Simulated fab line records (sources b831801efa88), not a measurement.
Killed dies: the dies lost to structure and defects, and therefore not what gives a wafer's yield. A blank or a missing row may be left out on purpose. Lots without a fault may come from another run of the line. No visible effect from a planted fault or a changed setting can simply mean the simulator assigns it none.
fab line records | flow sky130
[record] lots = 24 wafers = 72 lastDay = 50
route steps=708 shown CAPM@540 VIA3@574
lots that met no fault: from a run of the same line without faults
startH: the number of hours between the record's first day and the start of the first shown wafer of the lot | waitH: how many hours have passed since the lot's step before this one | " unchanged from the row above | L1.1+2: a row that stands for several wafers | - value missing, or start not given | * or withheld: withheld | < > ~ a bound
route shown NAME@n: NAME is a module with steps in the file, n the number in the route of the first one | usual: average and standard deviation across the fault-free wafers | same: alike in all rows | chamber/n: place in a boat | sites: each site's reading | _std_site: standard deviation of those values | _edge_site: inner sites' mean taken away from outer sites' mean | radiusMm: for every site, how far away it sits from the centre of the wafer | mask NAME#n: copy n | behind: the tool/chamber that last shaped the wafer | hold: what put the lot on hold/how long, in hours/how the hold closed | device: transistor that didn't switch, given as n, p or np | end of line: the route-end tests of the same wafers | a step given without rows: its recipe and nothing more | killed: count of dies lost to structure and defects at first sort (not the wafer's yield) | map: the dies of a wafer, with x for killed, . for not killed, _ for no die there
set.NAME: the setting as run; set.NAME@STEP: as run at that earlier step | model.NAME: the simulator's own value behind a step, which no gauge read
the route's steps for a sample of lots (tables are steps, rows are wafers)
services: the hour from which a tool's chamber was out of use, counted from the record's first day as startH (under 0 if before that day), plus the number of hours and why
[[steps]]
[step SKY_CAPM_RS_MEAS_03]
[recipe] thkMeasGauge = four-point-probe reads = TiN_of_CAPM_SPUTTER_02
[usual] CAPM_TIN_RS = 6.86/0.062
// columns lot.wafer tool chamber startH waitH CAPM_TIN_RS[ohm/sq]
L074.2 filmMetro-03 - 848.97 0.1 6.94
L074.5 " - " " 7.00
L074.6 " - " " 6.99
L075.2 filmMetro-01 - 859.35 0.1 6.85
L075.3 " - " " 6.85
L075.6 " - " " 6.88
L076.1 filmMetro-03 - 887.63 0.1 6.79
L076.3 " - " " 6.75
L076.6 " - " " 6.76
L077.2 filmMetro-01 - 889.77 0.1 6.77
L077.4 " - " " 6.85
L077.5 " - " " 6.84
L079.1 filmMetro-04 - 892.76 0.1 6.88
L079.2 " - " " 6.94
L079.4 " - " " 6.85
L078.1 filmMetro-04 - 893.41 0.1 6.99
L078.2 " - " " 6.94
L078.4 " - " " 6.90
L080.1 filmMetro-04 - 893.82 0.1 6.86
L080.2 " - " " 6.96
L080.5 " - " " 6.84
L081.1 filmMetro-03 - 898.32 0.1 6.86
L081.3 " - " " 6.94
L081.4 " - " " 6.88
L082.1 filmMetro-01 - 917.23 0.1 6.80
L082.5 " - " " 6.82
L082.6 " - " " 6.85
L083.2 filmMetro-04 - 919.05 0.1 6.79
L083.5 " - " " 6.79
L083.6 " - " " 6.87
L085.4 filmMetro-04 - 926.95 0.1 6.84
L085.5 " - " " 6.78
L085.6 " - " " 6.81
L084.1 filmMetro-03 - 927.31 0.1 6.91
L084.4 " - " " 6.89
L084.5 " - " " 6.89
L086.1 filmMetro-04 - 943.62 0.1 6.92
L086.3 " - " " 6.93
L086.4 " - " " 6.87
L089.2 filmMetro-03 - 971.31 0.1 6.87
L089.3 " - " " 6.76
L089.4 " - " " 6.82
L087.1 filmMetro-01 - 972.71 0.1 6.80
L087.3 " - " " 6.79
L087.4 " - " " 6.84
L088.3 filmMetro-03 - 972.91 0.1 6.85
L088.4 " - " " 6.83
L088.5 " - " " 6.82
L090.2 filmMetro-03 - 974.40 0.1 6.79
L090.3 " - " " 6.87
L090.4 " - " " 6.86
L091.4 filmMetro-03 - 976.18 0.1 6.91
L091.5 " - " " 6.91
L091.6 " - " " 6.91
L092.3 filmMetro-03 - 978.93 0.1 6.89
L092.4 " - " " 6.87
L092.6 " - " " 6.85
L093.3 filmMetro-01 - 980.37 0.1 6.83
L093.4 " - " " 6.88
L093.5 " - " " 6.81
L094.2 filmMetro-01 - 993.78 0.1 6.82
L094.3 " - " " 6.78
L094.6 " - " " 6.81
L095.2 filmMetro-04 - 998.59 0.1 6.80
L095.3 " - " " 6.85
L095.6 " - " " 6.80
L096.4 filmMetro-01 - 1003.13 0.1 6.91
L096.5 " - " " 6.94
L096.6 " - " " 6.93
L097.1 filmMetro-01 - 1005.26 0.1 6.88
L097.3 " - " " 6.90
L097.4 " - " " 6.84
[step SKY_CAPM_METAL_ETCH_13]
[recipe] targetDepthNm = 220 stopOn = SiO2 chemistry = Cl2/BCl3 target = TiN pressureMtorr = 10 icpW = 900 biasW = 48.5 Cl2_flow_sccm = 60 bcl3FlowSccm = 30 timeS = 62.9
[usual] biasW = 48.54/0.14 drypumpMotorCurrentA = 5.8/0.41 oesProductAu = 0.945/0.0065 throttleValvePct = 21.899/0.0093
// columns lot.wafer tool chamber startH waitH biasW drypumpMotorCurrentA oesProductAu rfHoursCounterH throttleValvePct
L074.2 rieMetal-02 1 875.15 0.0 48.51 6.1 0.933 10 21.908
L074.5 " 1 " " 48.43 6.1 0.930 - 21.902
L074.6 " 0 " " 48.24 5.8 0.943 - 21.904
L075.2 rieMetal-01 1 884.75 0.0 48.55 6.2 0.946 7 21.904
L075.3 " 1 " " 48.49 6.2 0.944 - 21.887
L075.6 " 0 " " 48.86 5.1 0.945 - 21.900
L076.1 rieMetal-03 0 912.35 0.0 48.50 6.1 0.948 7 21.878
L076.3 " 1 " " 48.55 5.5 0.956 - 21.875
L076.6 " 0 " " 48.65 6.1 0.957 - 21.902
L077.2 rieMetal-02 0 914.42 0.0 48.49 5.8 0.955 - 21.902
L077.4 " 0 " " 48.62 5.8 0.945 - 21.912
L077.5 " 0 " " 48.50 5.8 0.946 - 21.905
L079.1 rieMetal-03 0 917.43 0.0 48.39 6.2 0.946 7 21.914
L079.2 " 1 " " 48.52 5.5 0.940 11 21.907
L079.4 " 1 " " 48.64 5.5 0.952 - 21.900
L078.1 rieMetal-02 0 918.15 0.0 48.48 5.8 0.937 4 21.902
L078.2 " 1 " " 48.55 6.1 0.941 12 21.893
L078.4 " 1 " " 48.49 6.1 0.942 - 21.895
L080.1 rieMetal-03 0 918.55 0.0 48.68 6.1 0.941 7 21.901
L080.2 " 1 " " 48.53 5.5 0.946 11 21.904
L080.5 " 1 " " 48.68 5.5 0.946 - 21.893
L081.1 rieMetal-01 0 922.60 0.0 48.40 5.0 0.938 4 21.906
L081.3 " 0 " " 48.52 5.1 0.945 - 21.889
L081.4 " 1 " " 48.83 6.2 0.950 - 21.892
L082.1 rieMetal-01 1 941.10 0.0 48.56 6.2 0.947 10 21.895
L082.5 " 0 " " 48.57 5.1 0.956 - 21.909
L082.6 " 1 " " 48.74 6.2 0.943 - 21.897
L083.2 rieMetal-03 1 943.10 0.0 48.67 5.5 0.953 12 21.903
L083.5 " 0 " " 48.47 6.1 0.951 - 21.883
L083.6 " 1 " " 48.71 5.5 0.944 - 21.894
L085.4 rieMetal-01 1 951.27 0.0 48.45 6.2 0.944 - 21.914
L085.5 " 1 " " 48.33 6.2 0.952 - 21.892
L085.6 " 0 " " 48.40 5.1 0.952 - 21.894
L084.1 rieMetal-02 1 951.85 0.0 48.60 6.1 0.946 15 21.902
L084.4 " 1 " " 48.41 6.1 0.944 - 21.903
L084.5 " 0 " " 48.45 5.8 0.943 - 21.887
L086.1 rieMetal-02 0 968.10 0.0 48.71 5.8 0.937 7 21.902
L086.3 " 1 " " 48.74 6.1 0.946 - 21.898
L086.4 " 0 " " 48.61 5.8 0.943 - 21.900
L089.2 rieMetal-02 1 994.58 0.0 48.21 6.1 0.941 17 21.894
L089.3 " 1 " " 48.42 6.2 0.958 - 21.881
L089.4 " 0 " " 48.19 5.8 0.950 - 21.889
L087.1 rieMetal-03 0 996.25 0.0 48.70 6.1 0.953 11 21.907
L087.3 " 0 " " 48.74 6.1 0.951 - 21.883
L087.4 " 1 " " 48.41 5.5 0.939 - 21.896
L088.3 rieMetal-01 0 996.40 0.0 48.50 5.1 0.942 - 21.898
L088.4 " 1 " " 48.69 6.2 0.940 - 21.895
L088.5 " 1 " " 48.75 6.2 0.945 - 21.893
L090.2 rieMetal-03 0 997.55 0.0 48.54 6.2 0.950 11 21.911
L090.3 " 1 " " 48.42 5.5 0.944 - 21.891
L090.4 " 0 " " 48.63 6.2 0.941 - 21.905
L091.4 rieMetal-02 1 998.55 0.0 48.64 6.1 0.940 - 21.915
L091.5 " 0 " " 48.45 5.8 0.940 - 21.909
L091.6 " 1 " " 48.50 6.1 0.950 - 21.899
L092.3 rieMetal-02 0 1001.78 0.0 48.42 5.8 0.944 - 21.891
L092.4 " 1 " " 48.44 6.1 0.936 - 21.901
L092.6 " 0 " " 48.39 5.8 0.944 - 21.909
L093.3 rieMetal-01 1 1002.50 0.0 48.62 6.2 0.947 - 21.900
L093.4 " 0 " " 48.81 5.1 0.940 - 21.898
L093.5 " 1 " " 48.40 6.2 0.950 - 21.908
L094.2 rieMetal-03 1 1015.97 0.0 48.49 5.5 0.950 - 21.893
L094.3 " 1 " " 48.59 5.5 0.955 - 21.908
L094.6 " 1 " " 48.36 5.5 0.955 - 21.906
L095.2 rieMetal-03 1 1020.63 0.0 48.49 5.5 0.951 - 21.888
L095.3 " 1 " " 48.47 5.5 0.947 - 21.888
L095.6 " 1 " " 48.38 5.5 0.952 - 21.900
L096.4 rieMetal-01 1 1024.73 0.0 48.53 6.2 0.934 - 21.905
L096.5 " 0 " " 48.82 5.1 0.932 - 21.904
L096.6 " 1 " " 48.56 6.2 0.938 - 21.904
L097.1 rieMetal-01 0 1026.90 0.0 48.76 5.1 0.944 9 21.905
L097.3 " 0 " " 48.71 5.1 0.941 - 21.898
L097.4 " 1 " " 48.40 6.2 0.952 - 21.906
[step SKY_VIA3_THK_MEAS_01]
[recipe] reads = SiO2_of_VIA3_HDPCVD_00
[usual] VIA3_HDPCVD_THK = 1633/13
// columns lot.wafer tool chamber startH waitH VIA3_HDPCVD_THK[nm]
L074.2 filmMetro-03 - 902.31 0.1 1656
L074.5 " - " " 1637
L074.6 " - " " 1656
L075.2 filmMetro-02 - 910.86 0.1 1637
L075.3 " - " " 1631
L075.6 " - " " 1629
L076.1 filmMetro-03 - 938.80 0.1 1639
L076.3 " - " " 1633
L076.6 " - " " 1626
L077.2 filmMetro-03 - 939.64 0.1 1636
L077.4 " - " " 1646
L077.5 " - " " 1641
L079.1 filmMetro-01 - 943.40 0.1 1632
L079.2 " - " " 1610
L079.4 " - " " 1629
L078.1 filmMetro-03 - 944.83 0.1 1660
L078.2 " - " " 1637
L078.4 " - " " 1666
L080.1 filmMetro-02 - 944.92 0.1 1675
L080.2 " - " " 1623
L080.5 " - " " 1629
L081.1 filmMetro-02 - 948.74 0.1 1633
L081.3 " - " " 1632
L081.4 " - " " 1623
L082.1 filmMetro-03 - 967.65 0.1 1608
L082.5 " - " " 1624
L082.6 " - " " 1626
L083.2 filmMetro-02 - 968.86 0.1 1646
L083.5 " - " " 1657
L083.6 " - " " 1627
L085.4 filmMetro-03 - 977.87 0.0 1623
L085.5 " - " " 1612
L085.6 " - " " 1624
L084.1 filmMetro-02 - 978.45 0.1 1644
L084.4 " - " " 1620
L084.5 " - " " 1646
L086.1 filmMetro-01 - 992.75 0.1 1628
L086.3 " - " " 1637
L086.4 " - " " 1611
L089.2 filmMetro-02 - 1019.13 0.1 1638
L089.3 " - " " 1659
L089.4 " - " " 1640
L087.1 filmMetro-03 - 1020.58 0.1 1607
L087.3 " - " " 1636
L087.4 " - " " 1628
L088.3 filmMetro-02 - 1021.05 0.1 1635
L088.4 " - " " 1626
L088.5 " - " " 1629
L090.2 filmMetro-03 - 1021.15 0.1 1632
L090.3 " - " " 1637
L090.4 " - " " 1635
L091.4 filmMetro-02 - 1022.54 0.0 1635
L091.5 " - " " 1648
L091.6 " - " " 1633
L092.3 filmMetro-02 - 1025.64 0.1 1646
L092.4 " - " " 1616
L092.6 " - " " 1621
L093.3 filmMetro-02 - 1026.61 0.1 1634
L093.4 " - " " 1639
L093.5 " - " " 1630
L094.2 filmMetro-03 - 1039.80 0.1 1622
L094.3 " - " " 1636
L094.6 " - " " 1641
L095.2 filmMetro-01 - 1045.30 0.1 1633
L095.3 " - " " 1611
L095.6 " - " " 1621
L096.4 filmMetro-03 - 1049.62 0.0 1640
L096.5 " - " " 1633
L096.6 " - " " 1620
L097.1 filmMetro-02 - 1051.61 0.1 1634
L097.3 " - " " 1641
L097.4 " - " " 1633
[step SKY_VIA3_CD_MEAS_12]
[recipe] targetCdNm = 200
[usual] cdNm = 200.2/1.2
// columns lot.wafer tool chamber startH waitH cdNm
L074.2 cdSem-02 - 925.73 - 200.0
L074.5 " - " " 200.4
L074.6 " - " " 199.1
L075.2 cdSem-02 - 935.83 - 199.1
L075.3 " - " " 199.7
L075.6 " - " " 199.9
L076.1 cdSem-02 - 963.16 - 200.2
L076.3 " - " " 200.4
L076.6 " - " " 200.2
L077.2 cdSem-02 - 964.33 - 199.9
L077.4 " - " " 200.1
L077.5 " - " " 200.5
L079.1 cdSem-01 - 968.42 - 197.4
L079.2 " - " " 196.9
L079.4 " - " " 197.9
L078.1 cdSem-01 - 970.27 - 199.8
L078.2 " - " " 201.2
L078.4 " - " " 200.5
L080.1 cdSem-02 - 970.36 - 197.1
L080.2 " - " " 198.3
L080.5 " - " " 198.2
L081.1 cdSem-01 - 973.81 - 199.5
L081.3 " - " " 201.3
L081.4 " - " " 200.4
L082.1 cdSem-02 - 990.92 - 202.3
L082.5 " - " " 201.8
L082.6 " - " " 202.9
L083.2 cdSem-02 - 992.84 - 201.1
L083.5 " - " " 200.9
L083.6 " - " " 201.4
L085.4 cdSem-02 - 1001.46 - 198.8
L085.5 " - " " 199.8
L085.6 " - " " 199.4
L084.1 cdSem-01 - 1002.07 - 199.8
L084.4 " - " " 199.7
L084.5 " - " " 201.2
L086.1 cdSem-02 - 1015.77 - 201.3
L086.3 " - " " 200.4
L086.4 " - " " 200.6
L089.2 cdSem-02 - 1040.97 - 201.4
L089.3 " - " " 202.1
L089.4 " - " " 200.8
L087.1 cdSem-01 - 1044.11 - 198.2
L087.3 " - " " 201.9
L087.4 " - " " 200.3
L088.3 cdSem-02 - 1044.34 - 201.6
L088.4 " - " " 200.6
L088.5 " - " " 201.1
L090.2 cdSem-02 - 1044.48 - 200.0
L090.3 " - " " 199.6
L090.4 " - " " 198.9
L091.4 cdSem-02 - 1045.94 - 200.4
L091.5 " - " " 199.5
L091.6 " - " " 199.0
L092.3 cdSem-01 - 1048.81 - 198.8
L092.4 " - " " 198.6
L092.6 " - " " 198.8
L093.3 cdSem-02 - 1050.04 - 202.1
L093.4 " - " " 199.9
L093.5 " - " " 199.8
L094.2 cdSem-01 - 1061.38 - 199.2
L094.3 " - " " 201.7
L094.6 " - " " 199.7
L095.2 cdSem-01 - 1066.82 - 200.6
L095.3 " - " " 202.0
L095.6 " - " " 202.2
L096.4 cdSem-01 - 1070.78 - 201.3
L096.5 " - " " 200.1
L096.6 " - " " 201.4
L097.1 cdSem-02 - 1073.12 - 198.9
L097.3 " - " " 199.6
L097.4 " - " " 200.3
[step SKY_VIA3_ETCH_14]
[recipe] chemistry = N2/H2 target = BARC ionEnergyEv = 200 sourceW = 500 biasW = 100 pressureMtorr = 30 n2FlowSccm = 100 h2FlowSccm = 200 stopOn = SiO2 timeS = 45.9 targetDepthA = 600
[usual] biasW = 99.95/0.3 drypumpMotorCurrentA = 5.9/0.42 oesProductAu = 0.855/0.0049 throttleValvePct = 13.223/0.0092
// columns lot.wafer tool chamber startH waitH biasW drypumpMotorCurrentA oesProductAu rfHoursCounterH throttleValvePct
L074.2 rieDiel-02 3 925.87 0.0 99.84 5.8 0.858 13 13.214
L074.5 " 0 " " 100.50 5.8 0.856 - 13.230
L074.6 " 3 " " 100.09 5.9 0.858 - 13.222
L075.2 rieDiel-01 3 935.97 0.0 99.35 6.1 0.856 3 13.208
L075.3 " 2 " " 100.10 6.0 0.859 1 13.211
L075.6 " 0 " " 99.99 5.7 0.847 - 13.213
L076.1 rieDiel-02 1 963.32 0.0 99.74 6.1 0.848 20 13.233
L076.3 " 2 " " 99.58 5.4 0.846 23 13.233
L076.6 " 0 " " 99.58 5.8 0.852 - 13.225
L077.2 rieDiel-01 0 964.47 0.0 99.94 5.7 0.856 17 13.227
L077.4 " 3 " " 99.53 6.1 0.850 3 13.215
L077.5 " 0 " " 99.97 5.7 0.850 - 13.211
L079.1 rieDiel-03 0 968.57 0.0 99.67 6.4 0.854 21 13.224
L079.2 " 2 " " 100.00 6.3 0.854 22 13.239
L079.4 " 3 " " 100.29 6.4 0.852 19 13.218
L078.1 rieDiel-02 0 970.42 0.0 100.24 5.8 0.859 13 13.211
L078.2 " 2 " " 99.89 5.4 0.852 23 13.228
L078.4 " 3 " " 99.88 5.8 0.851 14 13.226
L080.1 rieDiel-01 0 970.52 0.0 99.91 5.7 0.856 17 13.236
L080.2 " 3 " " 100.03 6.1 0.855 4 13.220
L080.5 " 3 " " 99.74 6.1 0.857 - 13.235
L081.1 rieDiel-02 0 973.97 0.0 100.00 5.8 0.864 13 13.230
L081.3 " 2 " " 100.00 5.4 0.852 23 13.219
L081.4 " 3 " " 100.35 5.9 0.858 14 13.217
L082.1 rieDiel-01 2 991.07 0.0 100.03 5.9 0.857 2 13.237
L082.5 " 0 " " 100.25 5.7 0.851 - 13.219
L082.6 " 1 " " 99.93 5.4 0.859 - 13.210
L083.2 rieDiel-02 0 992.97 0.0 99.82 5.8 0.864 14 13.221
L083.5 " 1 " " 99.84 6.1 0.861 - 13.238
L083.6 " 0 " " 100.22 5.8 0.859 - 13.214
L085.4 rieDiel-03 2 1001.56 0.0 100.33 6.3 0.856 23 13.229
L085.5 " 0 " " 99.82 6.4 0.859 - 13.231
L085.6 " 3 " " 99.79 6.4 0.854 - 13.240
L084.1 rieDiel-01 1 1002.22 0.0 100.12 5.5 0.853 20 13.224
L084.4 " 0 " " 99.94 5.7 0.853 18 13.209
L084.5 " 3 " " 100.14 6.1 0.852 - 13.210
L086.1 rieDiel-02 2 1015.92 0.0 99.45 5.4 0.858 25 13.213
L086.3 " 1 " " 99.95 6.1 0.861 21 13.223
L086.4 " 3 " " 99.79 5.8 0.853 15 13.224
L089.2 rieDiel-01 1 1041.11 0.0 99.06 5.5 0.861 21 13.235
L089.3 " 0 " " 99.51 5.7 0.855 19 13.229
L089.4 " 2 " " 100.09 5.9 0.859 4 13.240
L087.1 rieDiel-03 2 1044.27 0.0 100.15 6.2 0.857 24 13.222
L087.3 " 0 " " 100.57 6.4 0.861 23 13.229
L087.4 " 3 " " 100.27 6.4 0.852 22 13.221
L088.3 rieDiel-02 0 1044.46 0.0 100.39 5.8 0.863 15 13.226
L088.4 " 3 " " 99.66 5.9 0.863 17 13.213
L088.5 " 2 " " 100.11 5.5 0.855 - 13.230
L090.2 rieDiel-03 3 1044.62 0.0 100.32 6.4 0.858 22 13.232
L090.3 " 1 " " 99.96 5.1 0.850 17 13.205
L090.4 " 2 " " 100.35 6.2 0.857 24 13.229
L091.4 rieDiel-03 3 1046.04 0.0 99.99 6.4 0.857 22 13.229
L091.5 " 3 " " 99.69 6.4 0.849 - 13.211
L091.6 " 0 " " 100.06 6.4 0.853 - 13.211
L092.3 rieDiel-02 1 1048.92 0.0 100.03 6.1 0.851 23 13.220
L092.4 " 2 " " 100.10 5.4 0.850 26 13.232
L092.6 " 1 " " 99.92 6.1 0.855 - 13.216
L093.3 rieDiel-03 2 1050.16 0.0 100.10 6.3 0.852 24 13.223
L093.4 " 0 " " 99.87 6.4 0.853 24 13.230
L093.5 " 2 " " 99.84 6.3 0.846 - 13.226
L094.2 rieDiel-03 2 1061.52 0.0 100.00 6.2 0.854 25 13.210
L094.3 " 1 " " 99.77 5.0 0.852 18 13.213
L094.6 " 0 " " 99.59 6.4 0.845 - 13.235
L095.2 rieDiel-03 2 1066.96 0.0 100.03 6.3 0.859 25 13.219
L095.3 " 0 " " 99.86 6.4 0.855 25 13.217
L095.6 " 0 " " 100.10 6.4 0.848 - 13.227
L096.4 rieDiel-03 3 1070.90 0.0 100.04 6.4 0.859 - 13.237
L096.5 " 1 " " 100.31 5.1 0.853 - 13.229
L096.6 " 2 " " 99.90 6.2 0.856 - 13.212
L097.1 rieDiel-01 0 1073.27 0.0 99.28 5.7 0.859 21 13.224
L097.3 " 1 " " 99.78 5.5 0.846 23 13.229
L097.4 " 2 " " 99.72 5.9 0.859 5 13.230
[step SKY_VIA3_CMP_24]
[recipe] stopOn = SiO2 tOverpolishS = 20 downForcePsi = 3.5 platenRpm = 60 targetThkNm = 0 padVelocityMS = 0.94248
[usual] motorCurrentA = 11.1/1.3 overpolishRunS = 20.001/0.0081 timeToEndpointS = 94.4/2.9
// columns lot.wafer tool chamber startH waitH motorCurrentA overpolishRunS timeToEndpointS
L074.2 cmp-01 3 926.94 0.0 10.8 20.006 95.4
L074.5 " 3 " " 11.3 20.001 92.3
L074.6 " 0 " " 13.1 20.008 92.4
L075.3 cmp-01 3 937.03 0.0 11.7 20.010 89.7
L075.2 " 1 " " 11.6 19.995 92.2
L075.6 " 0 " " 13.0 20.006 87.9
L076.3 cmp-02 3 964.38 0.0 10.2 19.983 97.8
L076.1 " 2 " " 11.5 19.992 96.4
L076.6 " 0 " " 11.1 19.997 92.1
L077.2 cmp-02 0 965.58 0.1 11.4 19.983 97.2
L077.4 " 2 " " 11.5 20.014 92.6
L077.5 " 0 " " 10.4 20.006 95.1
L079.4 cmp-01 0 969.65 0.0 12.9 19.996 93.9
L079.1 " 1 " " 11.5 20.006 94.8
L079.2 " 3 " " 11.2 20.015 96.4
L078.2 cmp-02 3 971.62 0.0 10.0 20.006 93.0
L078.4 " 0 " " 11.2 19.987 93.9
L078.1 " 1 " " 8.3 20.003 92.8
L080.2 cmp-01 1 971.86 0.1 11.7 20.009 87.4
L080.1 " 2 " " 12.8 19.995 89.8
L080.5 " 1 " " 11.3 19.999 88.7
L081.4 cmp-02 0 975.06 0.0 10.9 20.005 94.4
L081.1 " 2 " " 10.6 20.011 94.3
L081.3 " 3 " " 10.4 19.993 101.8
L082.1 cmp-01 0 992.14 0.1 12.7 20.007 91.7
L082.6 " 0 " " 12.4 20.001 90.0
L082.5 " 1 " " 11.3 20.000 92.5
L083.2 cmp-02 1 994.03 0.0 8.0 20.011 97.9
L083.5 " 1 " " 8.0 19.998 96.2
L083.6 " 2 " " 11.7 20.002 93.2
L085.4 cmp-01 2 1002.87 0.3 12.3 20.015 94.0
L085.6 " 3 " " 11.2 20.013 96.5
L085.5 " 0 " " 13.3 20.000 93.3
L084.1 cmp-02 0 1003.38 0.1 11.7 19.998 93.4
L084.4 " 1 " " 8.6 20.008 99.0
L084.5 " 3 " " 10.1 20.001 101.1
L086.1 cmp-01 1 1016.98 0.1 11.2 20.015 97.4
L086.3 " 2 " " 11.8 20.001 94.9
L086.4 " 0 " " 12.4 20.012 95.2
L089.4 cmp-02 3 1042.20 0.0 10.1 19.995 97.4
L089.3 " 1 " " 8.4 19.986 95.8
L089.2 " 2 " " 11.2 20.004 91.1
L087.3 cmp-01 2 1045.58 0.1 12.1 20.001 93.7
L087.1 " 0 " " 12.4 19.991 94.1
L087.4 " 1 " " 11.2 19.997 93.3
L088.4 cmp-02 0 1045.71 0.0 10.4 20.010 90.4
L088.3 " 2 " " 11.6 19.998 96.5
L088.5 " 0 " " 11.0 19.990 91.0
L090.4 cmp-01 1 1045.88 0.1 11.1 19.996 96.9
L090.3 " 3 " " 11.3 19.997 91.0
L090.2 " 0 " " 13.2 20.007 91.4
L091.4 cmp-02 2 1047.25 0.2 11.0 20.002 94.6
L091.6 " 3 " " 10.4 19.998 97.5
L091.5 " 0 " " 11.4 20.007 92.8
L092.4 cmp-01 1 1050.13 0.1 11.7 19.995 94.7
L092.3 " 2 " " 12.6 20.005 93.4
L092.6 " 1 " " 11.6 20.008 95.5
L093.3 cmp-02 3 1051.34 0.1 9.6 20.013 96.0
L093.4 " 0 " " 11.2 20.009 94.9
L093.5 " 2 " " 11.1 20.006 96.1
L094.3 cmp-01 1 1062.61 0.0 12.0 19.991 93.2
L094.2 " 3 " " 10.8 19.994 94.3
L094.6 " 2 " " 11.9 19.996 92.7
L095.2 cmp-02 2 1068.16 0.1 11.0 20.011 95.7
L095.3 " 3 " " 9.8 19.993 101.0
L095.6 " 0 " " 10.6 20.011 96.7
L096.4 cmp-01 3 1071.98 0.1 11.6 19.990 96.1
L096.6 " 2 " " 11.8 19.991 95.2
L096.5 " 3 " " 11.1 19.993 96.8
L097.3 cmp-02 1 1074.42 0.1 8.5 20.006 95.5
L097.4 " 2 " " 11.1 19.997 91.1
L097.1 " 3 " " 10.1 19.993 96.0
[[services]]
// columns tool chamber startH hours kind
cmp-02 - 852.76 5.0 pm
cmp-01 - 853.94 19.0 repair
rieMetal-03 1 869.24 9.3 repair
rieDiel-03 1 869.56 4.3 repair
rieMetal-02 - 871.54 0.9 repair
cmp-01 - 874.53 2.1 repair
rieDiel-02 0 881.31 9.3 repair
cmp-01 - 883.12 1.7 repair
rieDiel-03 - 896.63 2.2 repair
cmp-02 - 908.84 17.1 pm
cmp-01 - 912.28 4.0 pm
rieMetal-02 1 913.28 1.5 repair
rieMetal-03 - 928.86 1.6 repair
rieDiel-02 2 929.06 3.3 repair
rieDiel-02 0 941.70 5.2 repair
rieMetal-01 - 946.25 0.2 repair
rieMetal-02 - 954.83 0.8 repair
rieDiel-03 3 956.89 4.4 repair
cmp-01 - 979.45 5.1 pm
cmp-02 - 989.30 4.6 repair
cmp-02 - 1015.91 0.2 repair
cmp-02 - 1033.60 4.2 repair
rieDiel-03 0 1051.92 1.3 repair
rieDiel-03 0 1069.02 7.7 repair
[[key]]
fault none
